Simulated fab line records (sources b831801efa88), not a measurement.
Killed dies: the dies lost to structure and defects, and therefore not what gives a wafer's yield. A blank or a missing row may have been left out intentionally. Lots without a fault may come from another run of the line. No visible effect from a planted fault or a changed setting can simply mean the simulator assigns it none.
Struck lot and sound lot, side by side :: flow sky130 :: 42 steps out of a route of 708
Sound: these wafers, L836.1, L836.2, L836.5. The struck wafers were L823.1, L823.4, L823.5. The cause is given at the end.
Each step with rows lists, per side, the tool, then ch with its chambers, then its first start. Under that, the readings that differ: sound wafers :: struck wafers :: difference of the means :: sigmas: that difference in standard deviations of wafers without a fault.
alike: readings with means less than 2 such deviations apart, plus words and numbers identical on both sides. not compared: withheld readings, readings lacking a value on some wafer, bounds such as >300 that could conceal the same value, and numbers that have no deviation in the record and whose values overlap.
Wherever a step has rows on one side only, a row that says differs or no value, or a row with sigmas, the two part there. Numbers that don't overlap but have no deviation are shown without sigmas and don't part them. Lack of a reading on every wafer of one side parts them only where that side has two or more wafers.

SKY_NWELL_RS_MEAS_29: measurement is done with a four-point probe.
  sound: film_metro-04 at day 9 13:43; struck: film_metro-01 at day 6 04:38
  alike: NWELL_RS
SKY_NWELL_RS_MEAS_31: measurement is done with a four-point probe.
  sound: film_metro-04 at day 9 13:57; struck: film_metro-01 at day 6 04:53
  alike: PWDE_RS
then, 7 steps without rows for these wafers: SKY_VT_ADJUST_HVTP_DEHYDRATE_00 (time 60 s); SKY_VT_ADJUST_HVTP_HMDS_01 (prime time 60 s); SKY_VT_ADJUST_HVTP_COAT_02 (resist thk 1140 nm); SKY_VT_ADJUST_HVTP_SOFTBAKE_03 (time 60 s); SKY_VT_ADJUST_HVTP_EXPOSE_04 (exposes mask HVTPM, target cd 380 nm); SKY_VT_ADJUST_HVTP_PEB_05; SKY_VT_ADJUST_HVTP_DEVELOP_06 (develop time 60 s).
SKY_VT_ADJUST_HVTP_CD_MEAS_07: target cd 380 nm.
  sound: cd_sem-02 at day 10 12:41; struck: cd_sem-01 at day 7 01:20
  alike: cd_nm
SKY_VT_ADJUST_HVTP_OVL_MEAS_08:
  sound: overlay-01 at day 10 12:49; struck: overlay-02 at day 7 01:28
  alike: VT_ADJUST_HVTP_OVL
SKY_VT_ADJUST_HVTP_IMPLANT_09:
  sound on implanter-04 ch 0, day 10 12:51; struck on implanter-04 ch 0, day 7 01:30
  alike: dose_ions_cm2
SKY_VT_ADJUST_HVTP_STRIP_10: strips in O2/N2.
  sound on plasma_asher-03 ch 0,1, day 10 13:00; struck on plasma_asher-04 ch 1, day 7 01:39
  alike: drypump_motor_current_A, oes_product_au, strip_time_to_endpoint_s
  not compared: rf_hours_counter_h
SKY_VT_ADJUST_HVTP_TW_MEAS_11:
  sound: film_metro-02 at day 10 13:06; struck: film_metro-02 at day 7 01:45
  alike: VT_ADJUST_HVTP_TW
then, 7 steps without rows for these wafers: SKY_VT_ADJUST_LVTN_DEHYDRATE_00 (time 60 s); SKY_VT_ADJUST_LVTN_HMDS_01 (prime time 60 s); SKY_VT_ADJUST_LVTN_COAT_02 (resist thk 3000 nm); SKY_VT_ADJUST_LVTN_SOFTBAKE_03; SKY_VT_ADJUST_LVTN_EXPOSE_04 (exposes mask NWM COMPLEMENT LESS NATIVE, target cd 840 nm); SKY_VT_ADJUST_LVTN_PEB_05; SKY_VT_ADJUST_LVTN_DEVELOP_06 (develop time 60 s).
SKY_VT_ADJUST_LVTN_OVL_MEAS_07:
  sound: overlay-02 at day 11 11:19; struck: overlay-01 at day 7 23:35
  alike: VT_ADJUST_LVTN_OVL
following that, these wafers have no rows for 1 step: SKY_VT_ADJUST_LVTN_IMPLANT_08.
SKY_VT_ADJUST_LVTN_STRIP_09: strips in O2/N2.
  sound on plasma_asher-02 ch 0,1, day 11 11:30; struck on plasma_asher-02 ch 0,1, day 7 23:48
  alike: drypump_motor_current_A, oes_product_au, strip_time_to_endpoint_s
  not compared: rf_hours_counter_h
SKY_VT_ADJUST_LVTN_TW_MEAS_10:
  sound: film_metro-01 at day 11 11:36; struck: film_metro-01 at day 7 23:54
  alike: VT_ADJUST_LVTN_TW
then, 7 steps without rows for these wafers: SKY_VT_ADJUST_LVTN_DEHYDRATE_11 (time 60 s); SKY_VT_ADJUST_LVTN_HMDS_12 (prime time 60 s); SKY_VT_ADJUST_LVTN_COAT_13 (resist thk 1140 nm); SKY_VT_ADJUST_LVTN_SOFTBAKE_14 (time 60 s); SKY_VT_ADJUST_LVTN_EXPOSE_15 (exposes mask HVN STD DERIVED, target cd 600 nm); SKY_VT_ADJUST_LVTN_PEB_16; SKY_VT_ADJUST_LVTN_DEVELOP_17 (develop time 60 s).
SKY_VT_ADJUST_LVTN_OVL_MEAS_18:
  sound: overlay-01 at day 12 10:35; struck: overlay-01 at day 8 22:44
  alike: VT_ADJUST_LVTN_01_OVL
following that, these wafers have no rows for 1 step: SKY_VT_ADJUST_LVTN_IMPLANT_19.
SKY_VT_ADJUST_LVTN_STRIP_20: strips in O2/N2.
  sound on plasma_asher-01 ch 0,1, day 12 10:46; struck on plasma_asher-03 ch 0,1, day 8 23:04
  alike: drypump_motor_current_A, oes_product_au, strip_time_to_endpoint_s
  not compared: rf_hours_counter_h
SKY_VT_ADJUST_LVTN_TW_MEAS_21:
  sound: film_metro-02 at day 12 10:52; struck: film_metro-02 at day 8 23:10
  alike: VT_ADJUST_LVTN_2_TW
then, 5 steps without rows for these wafers: SKY_VT_ADJUST_NCORE_DEHYDRATE_00 (time 60 s); SKY_VT_ADJUST_NCORE_HMDS_01 (prime time 60 s); SKY_VT_ADJUST_NCORE_COAT_02 (resist thk 1140 nm); SKY_VT_ADJUST_NCORE_SOFTBAKE_03 (time 60 s); SKY_VT_ADJUST_NCORE_EXPOSE_04 (exposes mask LVTN COMPLEMENT THIN, target cd 380 nm).
-- record jumps: 38 days separate the struck wafers' starts on either side; left off in module VT_ADJUST_NCORE, taken up again in module PAD_OPEN, whose first shown step is the route's number 708 --
SKY_PAD_OPEN_PROBE_99:
  sound: prober-01 at day 50 02:32; struck: prober-02 at day 47 08:14
reading: model.etest.tip_p.rs_ohm_sq_range
sound: 156.9 223.7 84.66
struck: 789.3 741.7 774.1
difference: +613.3
sigmas: 

reading: model.etest.pfet_01v8.drive_ua_um_range
sound: 6.857 6.392 9.095
struck: 25.45 25.54 31.26
difference: +19.97
sigmas: 

reading: model.etest.pfet_01v8.vt_v_range
sound: 0.02156 0.01615 0.02128
struck: 0.1033 0.09803 0.1091
difference: +0.0838
sigmas: 
  alike: killed_at_M0_to_M3, killed_at_M4_up, killed_at_contacts, killed_at_front_end, killed_at_other, killed_dies, killed_open, killed_short

## WHERE THEY PART
Nowhere in this record.

WHY: what the simulator had put in
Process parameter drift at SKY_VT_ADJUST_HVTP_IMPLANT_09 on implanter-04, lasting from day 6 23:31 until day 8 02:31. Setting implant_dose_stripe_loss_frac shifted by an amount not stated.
